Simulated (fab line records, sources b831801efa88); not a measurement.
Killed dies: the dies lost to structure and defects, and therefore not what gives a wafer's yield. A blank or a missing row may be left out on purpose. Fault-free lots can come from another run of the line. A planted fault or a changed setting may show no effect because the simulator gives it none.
fab line records	flow gf180mcu
record: lots: 7	wafers: 21	lastDay: 34
route steps=602 shown LVPWELL@56 MVSD@66 MVPSD@78 VT_IMPLANT@90
lots that met no fault: taken from a fault-free run of the same line
startH: the number of hours between the record's first day and the start of the first shown wafer of the lot	waitH: how many hours have passed since the lot's step before this one	" unchanged from the row above	L1.1+2: a row that stands for several wafers	- either no value or no given start	* or withheld: withheld	< > ~ a bound
route shown NAME@n: a module of which the file shows steps, and the number in the route of the first	usual: mean/standard deviation of fault-free wafers	same: alike in all rows	chamber/n: place in a boat	sites: readings site by site	_std_site: standard deviation across them	_edge_site: mean of outer sites minus mean of inner sites	radiusMm: how far each site lies from the wafer's centre	mask NAME#n: copy n	behind: tool/chamber where the wafer was last shaped	hold: reason for holding the lot/hours on hold/outcome of the hold	device: the transistor (n, p or np) that didn't switch	end of line: the tests these same wafers got at the end of their route	for a step that has no rows: nothing shown but its recipe	killed: count of dies lost to structure and defects at first sort (not the wafer's yield)	map: per-die view of a wafer (x killed, . not killed, _ where there is no die)
set.NAME: the run value of the setting; set.NAME@STEP: its run value at that earlier step	model.NAME: the simulator's own value behind a step, which no gauge read
a table for each step, a row for each wafer; lots at some steps of the route
services: the hour from which a tool's chamber was out of use, counted from the record's first day as startH (under 0 if before that day), plus the number of hours and why
== steps ==
step: GF_LVPWELL_COAT_02
recipe: spinRpm: 2000	resistThkNm: 3000
step: GF_LVPWELL_SOFTBAKE_03
recipe: tempC: 110	timeS: withheld
step: GF_LVPWELL_EXPOSE_04
recipe: maskId: LVPWELL	targetCdNm: 600	na: 0.6	sourceShape: conventional	sigmaOuter: 0.6	doseMj: 260
step: GF_LVPWELL_PEB_05
recipe: tempC: 115	timeS: withheld
step: GF_LVPWELL_DEVELOP_06
recipe: wallAngleDeg: 90	developTimeS: 60	devTempC: 23
step: GF_LVPWELL_OVL_MEAS_07
usual: LVPWELL_OVL: -1.1/1.5
lot.wafer	tool	chamber	startH	waitH	LVPWELL_OVL[nm]
L806.3	overlay-01	-	67.45	-	0.9
L806.4	"	-	"	"	0.9
L806.6	"	-	"	"	1.8
L810.2	overlay-02	-	88.94	-	-0.3
L810.3	"	-	"	"	-1.9
L810.4	"	-	"	"	-1.3
L821.2	overlay-02	-	152.80	-	0.7
L821.3	"	-	"	"	1.6
L821.6	"	-	"	"	0.6
L822.2	overlay-02	-	158.10	-	-2.7
L822.4	"	-	"	"	-3.9
L822.5	"	-	"	"	-2.2
L823.2	overlay-01	-	164.95	-	-0.6
L823.3	"	-	"	"	-1.3
L823.6	"	-	"	"	0.5
L828.2	overlay-01	-	193.99	-	-4.2
L828.4	"	-	"	"	-3.6
L828.5	"	-	"	"	-2.5
L829.3	overlay-02	-	201.35	-	1.0
L829.4	"	-	"	"	1.6
L829.5	"	-	"	"	2.7
step: GF_LVPWELL_IMPLANT_08
recipe: species: B	energyKev: 170	doseCm2: 1.5e+13	tiltDeg: 0
step: GF_LVPWELL_IMPLANT_09
recipe: species: B	energyKev: 60	doseCm2: 5e+12	tiltDeg: 0
step: GF_LVPWELL_STRIP_10
recipe: chemistry: O2/N2	powerW: 1400	pressureMtorr: 1500	platenTempC: 250	o2FlowSccm: 3000	n2FlowSccm: 300	overashFraction: 0.5
usual: drypumpMotorCurrentA: 5.6/0.42	heaterPowerW: 324/53	oesProductAu: 0.722/0.0041	stripTimeToEndpointS: 36.93/0.088
lot.wafer	tool	chamber	startH	waitH	drypumpMotorCurrentA	heaterPowerW	oesProductAu	rfHoursCounterH	stripTimeToEndpointS
L806.3	plasmaAsher-02	0	67.81	0.1	5.4	426	0.725	-	36.97
L806.4	"	1	"	"	5.9	273	0.726	-	36.93
L806.6	"	1	"	"	5.9	269	0.717	-	36.83
L810.2	plasmaAsher-01	1	89.27	0.1	5.0	337	0.722	43	36.93
L810.3	"	0	"	"	5.5	269	0.722	-	36.84
L810.4	"	1	"	"	5.0	337	0.720	-	36.82
L821.2	plasmaAsher-01	0	153.13	0.1	5.5	279	0.716	4	36.88
L821.3	"	0	"	"	5.5	279	0.727	-	36.90
L821.6	"	0	"	"	5.5	292	0.719	-	36.83
L822.2	plasmaAsher-01	1	158.43	0.1	5.0	347	0.719	4	36.84
L822.4	"	1	"	"	5.0	344	0.718	-	36.87
L822.5	"	1	"	"	5.1	358	0.719	-	36.95
L823.2	plasmaAsher-02	0	165.28	0.1	5.3	421	0.722	53	36.87
L823.3	"	1	"	"	6.0	270	0.720	-	36.85
L823.6	"	0	"	"	5.4	433	0.723	-	37.03
L828.2	plasmaAsher-01	0	194.32	0.1	5.5	283	0.723	8	36.94
L828.4	"	1	"	"	5.0	360	0.724	-	36.91
L828.5	"	0	"	"	5.5	284	0.720	-	36.84
L829.3	plasmaAsher-02	0	201.71	0.1	5.4	413	0.730	-	36.86
L829.4	"	1	"	"	5.9	272	0.724	-	37.04
L829.5	"	0	"	"	5.3	417	0.715	-	36.89
step: GF_LVPWELL_TW_MEAS_11
usual: LVPWELL_TW: 558/8.2
lot.wafer	tool	chamber	startH	waitH	LVPWELL_TW
L806.3	filmMetro-01	-	67.89	0.1	562
L806.4	"	-	"	"	560
L806.6	"	-	"	"	563
L810.2	filmMetro-01	-	89.38	0.1	569
L810.3	"	-	"	"	569
L810.4	"	-	"	"	570
L821.2	filmMetro-03	-	153.24	0.1	549
L821.3	"	-	"	"	548
L821.6	"	-	"	"	547
L822.2	filmMetro-01	-	158.54	0.1	567
L822.4	"	-	"	"	568
L822.5	"	-	"	"	565
L823.2	filmMetro-02	-	165.39	0.1	548
L823.3	"	-	"	"	547
L823.6	"	-	"	"	550
L828.2	filmMetro-03	-	194.43	0.1	556
L828.4	"	-	"	"	553
L828.5	"	-	"	"	552
L829.3	filmMetro-03	-	201.79	0.1	556
L829.4	"	-	"	"	552
L829.5	"	-	"	"	553
step: GF_MVSD_DEHYDRATE_00
recipe: tempC: 200	timeS: 60
step: GF_MVSD_HMDS_01
recipe: primeTimeS: 60	primeTempC: 120
step: GF_MVSD_COAT_02
recipe: spinRpm: 2000	resistThkNm: 3000
usual: chillPlateTempC: 23.00/0.11	dispensePressureKPa: 50.5/2.7
lot.wafer	tool	chamber	startH	waitH	chillPlateTempC	dispensePressureKPa
L806.3	lithoTrack-01	0	75.04	0.1	22.96	48.2
L806.4	"	0	"	"	22.92	48.2
L806.6	"	0	"	"	22.93	48.2
L810.2	lithoTrack-01	0	96.21	0.1	22.81	48.2
L810.3	"	0	"	"	22.88	48.2
L810.4	"	0	"	"	22.88	48.2
L821.2	lithoTrack-01	-	160.96	0.1	-	-
L821.3	"	-	"	"	-	-
L821.6	"	-	"	"	-	-
L822.2	lithoTrack-04	-	165.57	0.1	-	-
L822.4	"	-	"	"	-	-
L822.5	"	-	"	"	-	-
L823.2	lithoTrack-02	-	173.06	0.1	-	-
L823.3	"	-	"	"	-	-
L823.6	"	-	"	"	-	-
L828.2	lithoTrack-01	0	202.91	0.1	23.07	48.2
L828.4	"	0	"	"	23.17	48.2
L828.5	"	0	"	"	23.16	48.2
L829.3	lithoTrack-04	0	210.30	0.1	22.97	53.6
L829.4	"	0	"	"	22.99	53.6
L829.5	"	0	"	"	22.84	53.7
step: GF_MVSD_SOFTBAKE_03
recipe: tempC: 110	timeS: withheld
step: GF_MVSD_EXPOSE_04
recipe: maskId: MVSD	targetCdNm: 1000	na: 0.6	sourceShape: conventional	sigmaOuter: 0.6	doseMj: 260
step: GF_MVSD_PEB_05
recipe: tempC: 115	timeS: withheld
step: GF_MVSD_DEVELOP_06
recipe: wallAngleDeg: 90	developTimeS: 60	devTempC: 23
step: GF_MVSD_OVL_MEAS_07
usual: MVSD_OVL: -0.6/1.3
lot.wafer	tool	chamber	startH	waitH	MVSD_OVL[nm]
L806.3	overlay-01	-	81.90	-	1.7
L806.4	"	-	"	"	-0.5
L806.6	"	-	"	"	-0.6
L810.2	overlay-02	-	103.54	-	0.2
L810.3	"	-	"	"	0.9
L810.4	"	-	"	"	-0.2
L821.2	overlay-02	-	169.54	-	-
L821.3	"	-	"	"	-
L821.6	"	-	"	"	-
L822.2	overlay-01	-	173.80	-	-
L822.4	"	-	"	"	-
L822.5	"	-	"	"	-
L823.2	overlay-01	-	181.35	-	-
L823.3	"	-	"	"	-
L823.6	"	-	"	"	-
L828.2	overlay-02	-	211.65	-	0.1
L828.4	"	-	"	"	0.0
L828.5	"	-	"	"	-0.2
L829.3	overlay-02	-	219.45	-	0.0
L829.4	"	-	"	"	-0.5
L829.5	"	-	"	"	0.1
step: GF_MVSD_IMPLANT_08
recipe: species: P	energyKev: 400	doseCm2: 1.6e+13	tiltDeg: 0
step: GF_MVSD_IMPLANT_09
recipe: species: P	energyKev: 100	doseCm2: 5e+12	tiltDeg: 0
step: GF_MVSD_STRIP_10
recipe: chemistry: O2/N2	powerW: 1400	pressureMtorr: 1500	platenTempC: 250	o2FlowSccm: 3000	n2FlowSccm: 300	overashFraction: 0.5
usual: drypumpMotorCurrentA: 6.0/0.51	heaterPowerW: 309/41	oesProductAu: 0.722/0.0045	stripTimeToEndpointS: 36.95/0.093
lot.wafer	tool	chamber	startH	waitH	drypumpMotorCurrentA	heaterPowerW	oesProductAu	rfHoursCounterH	stripTimeToEndpointS
L806.3	plasmaAsher-04	1	82.26	0.1	5.3	322	0.724	-	36.96
L806.4	"	0	"	"	6.3	300	0.711	-	36.85
L806.6	"	1	"	"	5.3	320	0.725	-	36.91
L810.2	plasmaAsher-04	1	103.87	0.1	5.3	321	0.725	30	37.00
L810.3	"	0	"	"	6.3	306	0.716	-	36.91
L810.4	"	1	"	"	5.3	316	0.719	-	36.97
L821.2	plasmaAsher-03	0	169.87	0.1	6.3	252	-	51	-
L821.3	"	1	"	"	6.5	357	-	-	-
L821.6	"	0	"	"	6.3	258	-	-	-
L822.2	plasmaAsher-03	0	174.13	0.1	6.2	252	-	52	-
L822.4	"	0	"	"	6.2	247	-	-	-
L822.5	"	1	"	"	6.5	367	-	-	-
L823.2	plasmaAsher-01	1	181.68	0.1	5.0	347	-	6	-
L823.3	"	0	"	"	5.5	279	-	-	-
L823.6	"	1	"	"	5.0	344	-	-	-
L828.2	plasmaAsher-04	1	211.98	0.1	5.3	310	0.722	42	36.91
L828.4	"	1	"	"	5.3	321	0.721	-	36.81
L828.5	"	0	"	"	6.3	306	0.721	-	36.77
L829.3	plasmaAsher-03	1	219.80	0.1	6.5	357	0.726	-	36.79
L829.4	"	0	"	"	6.2	252	0.720	-	36.86
L829.5	"	1	"	"	6.5	358	0.712	-	36.83
step: GF_MVSD_TW_MEAS_11
usual: MVSD_TW: 1573/22
lot.wafer	tool	chamber	startH	waitH	MVSD_TW
L806.3	filmMetro-03	-	82.34	0.1	1551
L806.4	"	-	"	"	1556
L806.6	"	-	"	"	1552
L810.2	filmMetro-01	-	103.98	0.1	1606
L810.3	"	-	"	"	1599
L810.4	"	-	"	"	1613
L821.2	filmMetro-01	-	169.98	0.1	1594
L821.3	"	-	"	"	1589
L821.6	"	-	"	"	1584
L822.2	filmMetro-01	-	174.24	0.1	1583
L822.4	"	-	"	"	1591
L822.5	"	-	"	"	1590
L823.2	filmMetro-02	-	181.79	0.1	1544
L823.3	"	-	"	"	1540
L823.6	"	-	"	"	1540
L828.2	filmMetro-01	-	212.09	0.1	1596
L828.4	"	-	"	"	1596
L828.5	"	-	"	"	1593
L829.3	filmMetro-03	-	219.89	0.1	1548
L829.4	"	-	"	"	1561
L829.5	"	-	"	"	1564
step: GF_MVPSD_DEHYDRATE_00
recipe: tempC: 200	timeS: 60
step: GF_MVPSD_HMDS_01
recipe: primeTimeS: 60	primeTempC: 120
step: GF_MVPSD_COAT_02
recipe: spinRpm: 2000	resistThkNm: 3000
step: GF_MVPSD_SOFTBAKE_03
recipe: tempC: 110	timeS: withheld
step: GF_MVPSD_EXPOSE_04
recipe: maskId: MVPSD	targetCdNm: 1000	na: 0.6	sourceShape: conventional	sigmaOuter: 0.6	doseMj: 260
step: GF_MVPSD_PEB_05
recipe: tempC: 115	timeS: withheld
step: GF_MVPSD_DEVELOP_06
recipe: wallAngleDeg: 90	developTimeS: 60	devTempC: 23
step: GF_MVPSD_OVL_MEAS_07
usual: MVPSD_OVL: 0.0/1.5
lot.wafer	tool	chamber	startH	waitH	MVPSD_OVL[nm]
L806.3	overlay-01	-	96.31	-	-1.4
L806.4	"	-	"	"	-1.7
L806.6	"	-	"	"	-3.7
L810.2	overlay-01	-	117.80	-	0.2
L810.3	"	-	"	"	0.3
L810.4	"	-	"	"	-1.6
L821.2	overlay-01	-	186.15	-	1.2
L821.3	"	-	"	"	-1.1
L821.6	"	-	"	"	0.2
L822.2	overlay-01	-	190.15	-	0.1
L822.4	"	-	"	"	0.3
L822.5	"	-	"	"	0.7
L823.2	overlay-02	-	198.50	-	-2.6
L823.3	"	-	"	"	2.0
L823.6	"	-	"	"	1.1
L828.2	overlay-02	-	230.09	-	1.7
L828.4	"	-	"	"	0.4
L828.5	"	-	"	"	2.0
L829.3	overlay-02	-	237.51	-	-1.1
L829.4	"	-	"	"	-1.2
L829.5	"	-	"	"	0.9
step: GF_MVPSD_IMPLANT_08
recipe: species: B	energyKev: 170	doseCm2: 1.5e+13	tiltDeg: 0
step: GF_MVPSD_IMPLANT_09
recipe: species: B	energyKev: 40	doseCm2: 5e+12	tiltDeg: 0
step: GF_MVPSD_STRIP_10
recipe: chemistry: O2/N2	powerW: 1400	pressureMtorr: 1500	platenTempC: 250	o2FlowSccm: 3000	n2FlowSccm: 300	overashFraction: 0.5
usual: drypumpMotorCurrentA: 5.8/0.48	heaterPowerW: 328/64	oesProductAu: 0.722/0.0043	stripTimeToEndpointS: 36.94/0.09
lot.wafer	tool	chamber	startH	waitH	drypumpMotorCurrentA	heaterPowerW	oesProductAu	rfHoursCounterH	stripTimeToEndpointS
L806.3	plasmaAsher-02	0	96.67	0.1	5.4	429	0.722	-	36.81
L806.4	"	1	"	"	5.9	274	0.717	-	36.81
L806.6	"	1	"	"	5.9	272	0.726	-	36.80
L810.2	plasmaAsher-01	0	118.13	0.1	5.5	280	0.727	0	36.99
L810.3	"	0	"	"	5.5	279	0.731	-	36.98
L810.4	"	1	"	"	5.0	355	0.728	-	36.92
L821.2	plasmaAsher-01	0	186.48	0.1	5.5	285	0.720	7	36.84
L821.3	"	1	"	"	5.0	350	0.724	-	36.88
L821.6	"	0	"	"	5.5	286	0.722	-	36.91
L822.2	plasmaAsher-02	1	190.48	0.1	5.9	273	0.729	55	36.96
L822.4	"	0	"	"	5.4	419	0.718	-	37.03
L822.5	"	1	"	"	5.9	268	0.736	-	36.96
L823.2	plasmaAsher-02	1	198.83	0.1	5.9	272	0.726	56	37.12
L823.3	"	1	"	"	6.0	276	0.731	-	37.08
L823.6	"	0	"	"	5.4	429	0.724	-	37.10
L828.2	plasmaAsher-02	1	230.42	0.1	5.9	271	0.726	59	36.97
L828.4	"	0	"	"	5.3	414	0.722	-	37.08
L828.5	"	1	"	"	5.9	267	0.718	-	37.04
L829.3	plasmaAsher-02	1	237.86	0.1	5.9	277	0.723	-	36.89
L829.4	"	0	"	"	5.4	422	0.721	-	37.02
L829.5	"	0	"	"	5.4	408	0.710	-	37.00
step: GF_MVPSD_TW_MEAS_11
usual: MVPSD_TW: 549/8
lot.wafer	tool	chamber	startH	waitH	MVPSD_TW
L806.3	filmMetro-03	-	96.75	0.1	548
L806.4	"	-	"	"	545
L806.6	"	-	"	"	543
L810.2	filmMetro-01	-	118.24	0.1	562
L810.3	"	-	"	"	563
L810.4	"	-	"	"	559
L821.2	filmMetro-02	-	186.59	0.1	1567
L821.3	"	-	"	"	1562
L821.6	"	-	"	"	1569
L822.2	filmMetro-01	-	190.59	0.1	1617
L822.4	"	-	"	"	1611
L822.5	"	-	"	"	1609
L823.2	filmMetro-01	-	198.94	0.1	1616
L823.3	"	-	"	"	1616
L823.6	"	-	"	"	1608
L828.2	filmMetro-02	-	230.53	0.1	545
L828.4	"	-	"	"	543
L828.5	"	-	"	"	541
L829.3	filmMetro-03	-	237.95	0.1	548
L829.4	"	-	"	"	547
L829.5	"	-	"	"	550
step: GF_VT_IMPLANT_DEHYDRATE_00
recipe: tempC: 200	timeS: 60
step: GF_VT_IMPLANT_HMDS_01
recipe: primeTimeS: 60	primeTempC: 120
step: GF_VT_IMPLANT_COAT_02
recipe: resist: NOVOLAK	spinRpm: 3000	resistThkNm: 1000
step: GF_VT_IMPLANT_SOFTBAKE_03
recipe: tempC: 90	timeS: 60	resist: NOVOLAK
step: GF_VT_IMPLANT_EXPOSE_04
recipe: maskId: LVPWELL_LV_AREA	targetCdNm: 600	na: 0.6	sourceShape: conventional	sigmaOuter: 0.6	doseMj: 140
step: GF_VT_IMPLANT_PEB_05
recipe: tempC: withheld	timeS: *	resist: NOVOLAK
step: GF_VT_IMPLANT_DEVELOP_06
recipe: developTimeS: 60	devTempC: 23
step: GF_VT_IMPLANT_OVL_MEAS_07
usual: VT_IMPLANT_OVL: -0.6/1.5
lot.wafer	tool	chamber	startH	waitH	VT_IMPLANT_OVL[nm]
L806.3	overlay-01	-	111.20	0.1	-2.0
L806.4	"	-	"	"	-2.3
L806.6	"	-	"	"	-2.7
L810.2	overlay-01	-	133.54	0.1	0.9
L810.3	"	-	"	"	1.3
L810.4	"	-	"	"	2.6
L821.2	overlay-02	-	204.10	0.1	-0.1
L821.3	"	-	"	"	-2.1
L821.6	"	-	"	"	-0.8
L822.2	overlay-02	-	206.90	0.1	-0.3
L822.4	"	-	"	"	0.4
L822.5	"	-	"	"	-0.5
L823.2	overlay-02	-	215.94	0.1	1.1
L823.3	"	-	"	"	0.6
L823.6	"	-	"	"	1.2
L828.2	overlay-01	-	249.10	0.1	-0.1
L828.4	"	-	"	"	0.8
L828.5	"	-	"	"	-1.3
L829.3	overlay-01	-	256.15	0.1	-0.6
L829.4	"	-	"	"	-1.8
L829.5	"	-	"	"	-1.0
step: GF_VT_IMPLANT_TW_MEAS_10
usual: VT_IMPLANT_TW: 560/6.6
lot.wafer	tool	chamber	startH	waitH	VT_IMPLANT_TW
L806.3	filmMetro-04	-	111.49	0.1	553
L806.4	"	-	"	"	557
L806.6	"	-	"	"	558
L810.2	filmMetro-01	-	133.83	0.1	567
L810.3	"	-	"	"	567
L810.4	"	-	"	"	566
L821.2	filmMetro-04	-	204.39	0.1	1585
L821.3	"	-	"	"	1585
L821.6	"	-	"	"	1577
L822.2	filmMetro-04	-	207.19	0.1	1584
L822.4	"	-	"	"	1584
L822.5	"	-	"	"	1589
L823.2	filmMetro-03	-	216.23	0.1	1583
L823.3	"	-	"	"	1574
L823.6	"	-	"	"	1582
L828.2	filmMetro-03	-	249.39	0.1	557
L828.4	"	-	"	"	558
L828.5	"	-	"	"	552
L829.3	filmMetro-01	-	256.44	0.1	569
L829.4	"	-	"	"	568
L829.5	"	-	"	"	566
step: GF_VT_IMPLANT_TW_MEAS_21
usual: VT_IMPLANT_2_TW: 1206/12
lot.wafer	tool	chamber	startH	waitH	VT_IMPLANT_2_TW
L806.3	filmMetro-04	-	125.75	0.1	1202
L806.4	"	-	"	"	1203
L806.6	"	-	"	"	1194
L810.2	filmMetro-04	-	149.94	0.1	1185
L810.3	"	-	"	"	1189
L810.4	"	-	"	"	1187
L821.2	filmMetro-01	-	221.58	0.1	1802
L821.3	"	-	"	"	1788
L821.6	"	-	"	"	1796
L822.2	filmMetro-01	-	224.98	0.1	1795
L822.4	"	-	"	"	1790
L822.5	"	-	"	"	1789
L823.2	filmMetro-04	-	234.84	0.1	1753
L823.3	"	-	"	"	1756
L823.6	"	-	"	"	1751
L828.2	filmMetro-04	-	268.39	0.1	1199
L828.4	"	-	"	"	1194
L828.5	"	-	"	"	1197
L829.3	filmMetro-04	-	276.45	0.1	1191
L829.4	"	-	"	"	1193
L829.5	"	-	"	"	1200
step: GF_VT_IMPLANT_TW_MEAS_32
usual: VT_IMPLANT_3_TW: 266.5/2.8
lot.wafer	tool	chamber	startH	waitH	VT_IMPLANT_3_TW
L806.3	filmMetro-03	-	140.85	0.1	262.5
L806.4	"	-	"	"	263.9
L806.6	"	-	"	"	263.7
L810.2	filmMetro-04	-	165.84	0.1	264.8
L810.3	"	-	"	"	264.3
L810.4	"	-	"	"	263.0
L821.2	filmMetro-03	-	240.44	0.1	1560.7
L821.3	"	-	"	"	1557.2
L821.6	"	-	"	"	1549.3
L822.2	filmMetro-04	-	243.29	0.1	1572.0
L822.4	"	-	"	"	1560.7
L822.5	"	-	"	"	1572.2
L823.2	filmMetro-01	-	253.54	0.1	1590.4
L823.3	"	-	"	"	1582.9
L823.6	"	-	"	"	1590.4
L828.2	filmMetro-01	-	287.83	0.1	269.5
L828.4	"	-	"	"	269.3
L828.5	"	-	"	"	270.5
L829.3	filmMetro-04	-	295.89	0.1	264.9
L829.4	"	-	"	"	263.7
L829.5	"	-	"	"	264.3
step: GF_VT_IMPLANT_TW_MEAS_43
usual: VT_IMPLANT_4_TW: 689/7.4
lot.wafer	tool	chamber	startH	waitH	VT_IMPLANT_4_TW
L806.3	filmMetro-03	-	155.80	0.1	673
L806.4	"	-	"	"	677
L806.6	"	-	"	"	679
L810.2	filmMetro-01	-	181.99	0.1	694
L810.3	"	-	"	"	696
L810.4	"	-	"	"	696
L821.2	filmMetro-01	-	259.39	0.1	1630
L821.3	"	-	"	"	1621
L821.6	"	-	"	"	1626
L822.2	filmMetro-01	-	262.14	0.1	1627
L822.4	"	-	"	"	1626
L822.5	"	-	"	"	1638
L823.2	filmMetro-01	-	272.43	0.1	1629
L823.3	"	-	"	"	1621
L823.6	"	-	"	"	1624
L828.2	filmMetro-01	-	308.93	0.1	697
L828.4	"	-	"	"	692
L828.5	"	-	"	"	692
L829.3	filmMetro-01	-	316.70	0.1	693
L829.4	"	-	"	"	692
L829.5	"	-	"	"	698
== services ==
tool	chamber	startH	hours	kind
plasmaAsher-01	-	108.75	9.0	pm
plasmaAsher-01	0	108.75	9.0	ventCycle
plasmaAsher-01	1	108.75	9.0	ventCycle
plasmaAsher-01	0	117.75	-	clean
plasmaAsher-01	1	117.75	-	clean
plasmaAsher-02	-	142.36	2.8	pm
plasmaAsher-03	-	145.90	2.8	pm
plasmaAsher-04	-	200.92	1.8	repair
== key ==
firstSign: step: GF_MVSD_COAT_02	reading: toolRecord	direction: missing
effect: step: GF_MVSD_OVL_MEAS_07	reading: MVSD_OVL	direction: missing
effect: step: GF_MVPSD_TW_MEAS_11	reading: MVPSD_TW	direction: up	sigmas: 99+	usual: 549	struck: 1597
effect: step: GF_VT_IMPLANT_TW_MEAS_10	reading: VT_IMPLANT_TW	direction: up	sigmas: 99+	usual: 560	struck: 1583
effect: step: GF_VT_IMPLANT_TW_MEAS_21	reading: VT_IMPLANT_2_TW	direction: up	sigmas: 46	usual: 1206	struck: 1780
effect: step: GF_VT_IMPLANT_TW_MEAS_32	reading: VT_IMPLANT_3_TW	direction: up	sigmas: 99+	usual: 266.5	struck: 1570.6
effect: step: GF_VT_IMPLANT_TW_MEAS_43	reading: VT_IMPLANT_4_TW	direction: up	sigmas: 99+	usual: 689	struck: 1627
metAt GF_MVSD_COAT_02
struckWafers L821.2,L821.3,L821.6,L822.2,L822.4,L822.5,L823.2,L823.3,L823.6
sortLeftOut L821.2,L821.3,L821.6,L822.2,L822.4,L822.5,L823.2,L823.3,L823.6
testerLeftOut L821,L822,L823
onsetBetween 96.21 160.96
fault: kind: skippedStepWhole	tool: lithoTrack-01,lithoTrack-02,lithoTrack-04	chamber: -	onsetH: 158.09	steps: GF_MVSD_COAT_02	scope: struckLotsOnly
testerLeftOut: of these lots the tester's yield and bins aren't shown, on N5 and GAA mostly nor the transistor test; their killed dies are dies lost to structure and defects alone, not to doping, threshold or leakage, so they don't give the yield
sortLeftOut: the simulated sort isn't trusted on such a fault, so these wafers' sort isn't shown, and their yield isn't known
